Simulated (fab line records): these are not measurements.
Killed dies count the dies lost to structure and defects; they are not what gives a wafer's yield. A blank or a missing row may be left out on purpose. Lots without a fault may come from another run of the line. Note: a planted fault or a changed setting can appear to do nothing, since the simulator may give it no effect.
Check of tool commonality | flow gf180mcu | 13 lots, 39 wafers sampled

== REASON IT WAS OPENED ==
Of 13 lots, 2 have the reading LVPWELL_RS flagged at GF_VT_IMPLANT_RS_MEAS_48. Fault-free wafers read 1198 ohm/sq, with a standard deviation of 3.9.
Rule: flag the lot when none of its wafers has a number, or when each of its wafers that has one lies beyond 4 standard deviations from that mean. The rest of the lots are taken to be sound.

lot  | measured     | on            | LVPWELL_RS (ohm/sq), wafer by wafer | flag
L746 | day 7 21:32  | film-metro-03 | 1192 1193 1192                      |
L747 | day 8 02:02  | film-metro-03 | 1192 1189 1194                      |
L749 | day 8 19:23  | film-metro-03 | 1190 1191 1195                      |
L751 | day 9 02:19  | film-metro-02 | 1200 1197 1197                      |
L752 | day 9 10:50  | film-metro-02 | 1202 1199 1194                      |
L753 | day 9 19:41  | film-metro-03 | 1198 1198 1195                      |
L757 | day 11 13:29 | film-metro-01 | 1200 1200 1200                      |
L758 | day 11 22:05 | film-metro-02 | 1102 1107 1103                      | FLAGGED
L760 | day 12 04:21 | film-metro-02 | 1109 1108 1105                      | FLAGGED
L762 | day 12 20:52 | film-metro-02 | 1199 1203 1206                      |
L765 | day 13 06:32 | film-metro-03 | 1194 1197 1197                      |
L767 | day 13 22:35 | film-metro-02 | 1202 1196 1200                      |
L768 | day 14 04:02 | film-metro-01 | 1194 1195 1196                      |
The mean of the flagged lots' numbers is 1106 ohm/sq, -92 ohm/sq from the usual (-24 standard deviations).

== LOT BY LOT: THE TOOL USED ==
The record holds 1 process step before the reading, out of a route of 602 steps. Each cell gives the tool, then ch followed by the chambers the sampled wafers passed through, then the start.
lot  | flag    | GF_LVPWELL_IMPLANT_08
L746 |         | implanter-01 ch 0, day 4 04:58
L747 |         | implanter-01 ch 0, day 4 09:04
L749 |         | implanter-01 ch 0, day 4 23:04
L751 |         | implanter-01 ch 0, day 5 05:16
L752 |         | implanter-03 ch 0, day 5 11:43
L753 |         | implanter-03 ch 0, day 5 18:07
L757 |         | implanter-02 ch 0, day 7 03:20
L758 | FLAGGED | implanter-01 ch 0, day 7 10:26
L760 | FLAGGED | implanter-01 ch 0, day 7 17:30
L762 |         | implanter-02 ch 0, day 8 05:30
L765 |         | implanter-03 ch 0, day 8 14:04
L767 |         | implanter-02 ch 0, day 9 04:47
L768 |         | implanter-02 ch 0, day 9 08:11
These steps, and what they do:
- GF_LVPWELL_IMPLANT_08
- GF_VT_IMPLANT_RS_MEAS_48: measures by four-point-probe.

== FLAGGED OVER TOTAL, TOOL BY TOOL (the gauges that took the reading come last) ==
step                     | tool          | lots run | flagged | share of the flagged lots | sound lots run after its first flagged lot
GF_LVPWELL_IMPLANT_08    | implanter-01  | 6        | 2       | all                       | 0
GF_LVPWELL_IMPLANT_08    | implanter-02  | 4        | 0       | none                      | -
GF_LVPWELL_IMPLANT_08    | implanter-03  | 3        | 0       | none                      | -
GF_VT_IMPLANT_RS_MEAS_48 | film-metro-01 | 2        | 0       | none                      | -
GF_VT_IMPLANT_RS_MEAS_48 | film-metro-02 | 6        | 2       | all                       | 2 (L762,L767)
GF_VT_IMPLANT_RS_MEAS_48 | film-metro-03 | 5        | 0       | none                      | -

== WHAT THE TABLE PERMITS ==
In 2 table rows, all flagged lots were run: implanter-01 (GF_LVPWELL_IMPLANT_08), film-metro-02 (GF_VT_IMPLANT_RS_MEAS_48).
- implanter-01 at GF_LVPWELL_IMPLANT_08: 2 of its 6 lots flagged. It ran its last sound lot, L751, at day 5 05:16 and its first flagged lot, L758, at day 7 10:26: a fault with its onset between the two fits. Its own readings lie more than 4 standard deviations out on every wafer of the flagged lots: beam-on-s, faraday-current-uA.
- film-metro-02 at GF_VT_IMPLANT_RS_MEAS_48: 2 of its 6 lots flagged. Lots that were sound ran on it after the first flagged one (L762, L767); a persistent fault on the entire tool would not allow that.
Just one tool remains: implanter-01 at GF_LVPWELL_IMPLANT_08.

== WHAT HAD BEEN PUT IN BY THE SIMULATOR ==
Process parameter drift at GF_LVPWELL_IMPLANT_08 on implanter-01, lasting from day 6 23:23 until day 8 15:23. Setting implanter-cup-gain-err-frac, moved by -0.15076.
Lots struck among those shown: L758, L760. The rule above found the same.
